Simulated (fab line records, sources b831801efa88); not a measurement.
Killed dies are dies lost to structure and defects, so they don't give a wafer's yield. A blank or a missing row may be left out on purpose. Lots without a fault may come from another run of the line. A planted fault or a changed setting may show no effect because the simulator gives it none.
One fault seen from 2 desks | flow sky130 | each desk has only its own numbers; what lay behind them comes last

THE METROLOGY DESK
What the gauges read, lot by lot, whatever tool the lot ran on: means of the sampled wafers that have a number. A lot is out of limits, marked OUT, if its mean lies more than 4 standard deviations from the usual mean; the brackets give that distance.
Columns: A = CAPM_CVD_00_THK at SKY_CAPM_THK_MEAS_01, usual 15.46 nm
lot  | first seen here | A
L255 | day 36 03:04    | 15.58
L256 | day 36 07:14    | 15.36
L257 | day 36 17:51    | 15.36
L260 | day 37 20:05    | 15.61
L262 | day 38 07:12    | 15.26
L264 | day 39 15:56    | 15.34
L265 | day 40 09:43    | 15.40
L266 | day 40 10:50    | 15.36
L269 | day 40 20:29    | 15.31
L270 | day 41 00:07    | 13.63 (-6.3) OUT
L274 | day 41 23:02    | 14.62
L276 | day 42 10:07    | 15.96
L277 | day 42 13:24    | 15.64
L278 | day 43 01:17    | 15.43
This desk's finding: out of limits on L270; first on L270, day 41 00:07 (CAPM_CVD_00_THK at SKY_CAPM_THK_MEAS_01). In limits: L255, L256, L257, L260, L262, L264, L265, L266, L269, L274, L276, L277, L278.

THE TOOL OWNER'S DESK: pecvd-04
The tool's own readings at SKY_CAPM_CVD_00 (deposits SiO2, target thk 15.5 nm): means of the sampled wafers that have a number, for each lot that ran on this tool. A lot is out of limits, marked OUT, if its mean lies more than 4 standard deviations from the usual mean; the brackets give that distance.
Columns: A = heater_power_w at SKY_CAPM_CVD_00, usual 758 W
lot  | first seen here | A
L256 | day 36 07:12    | 700
L262 | day 38 07:10    | 658
L264 | day 39 15:55    | 792
L266 | day 40 10:49    | 692
L270 | day 41 00:06    | 690
L274 | day 41 23:00    | 729
This desk's finding: nothing out of limits on any of the 6 lots.

PUT TOGETHER
The metrology desk could have raised an alarm at day 41 00:07, on L270.
The tool owner's desk saw nothing out of limits.
The tool owner's desk has L270 on record, within its limits.
Of the lots named, all ran SKY_CAPM_CVD_00 on pecvd-04.

WHAT THE SIMULATOR HAD PUT IN
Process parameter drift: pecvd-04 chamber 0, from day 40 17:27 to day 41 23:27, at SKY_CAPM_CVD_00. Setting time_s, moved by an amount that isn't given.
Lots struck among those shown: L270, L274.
Hours from the fault's start to each desk's first reading out of limits: the metrology desk, 7.
